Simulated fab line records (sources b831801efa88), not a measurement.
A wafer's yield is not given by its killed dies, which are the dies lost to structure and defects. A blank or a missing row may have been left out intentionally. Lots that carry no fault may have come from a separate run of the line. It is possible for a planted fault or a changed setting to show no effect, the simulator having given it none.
2 desks looking at one fault || flow gf180mcu || numbers are kept per desk, each desk with only its own; the story behind them comes last

## THE METROLOGY DESK
What the gauges read, lot by lot, whatever tool the lot ran on: means of the sampled wafers that have a number. Any lot whose mean is over 4 standard deviations away from the usual mean is out of limits and marked OUT; that distance is given in the brackets.
Columns: A = V5_W_RS at GF_V5_RS_MEAS_24, usual 0.327 ohm/sq; B = V5_W_THK at GF_V5_THK_MEAS_25, usual 355 nm
{"lot": "L496", "first seen here": "day 27 00:34", "A": 0.320, "B": 359}
{"lot": "L501", "first seen here": "day 28 19:44", "A": 0.326, "B": 361}
{"lot": "L511", "first seen here": "day 31 20:24", "A": 0.332, "B": 354}
{"lot": "L512", "first seen here": "day 31 21:05", "A": 0.334, "B": 348}
{"lot": "L516", "first seen here": "day 33 02:23", "A": 0.331, "B": 351}
{"lot": "L519", "first seen here": "day 33 15:22", "A": 0.326, "B": 355}
This desk found nothing out of limits on any of the 6 lots.

## DESK OF THE TOOL OWNER: pvd sputter-01
The tool's own readings at GF_TOP_METAL_SPUTTER_03 (material Ti, target thk 5 nm, time 3.3 s): means of the sampled wafers that have a number, for each lot that ran on this tool. Any lot whose mean is over 4 standard deviations away from the usual mean is out of limits and marked OUT; that distance is given in the brackets.
Columns: A = throttle valve pct at GF_TOP_METAL_SPUTTER_03, usual 29.9 %
{"lot": "L496", "first seen here": "day 27 01:13", "A": 29.4}
{"lot": "L511", "first seen here": "day 31 21:02", "A": 30.6}
{"lot": "L512", "first seen here": "day 31 21:43", "A": 29.5}
This desk found nothing out of limits on any of the 3 lots.

## TAKEN TOGETHER
At the metrology desk, nothing out of limits was observed.
The desk of the tool owner found nothing out of limits.

## WHAT THE SIMULATOR PUT IN
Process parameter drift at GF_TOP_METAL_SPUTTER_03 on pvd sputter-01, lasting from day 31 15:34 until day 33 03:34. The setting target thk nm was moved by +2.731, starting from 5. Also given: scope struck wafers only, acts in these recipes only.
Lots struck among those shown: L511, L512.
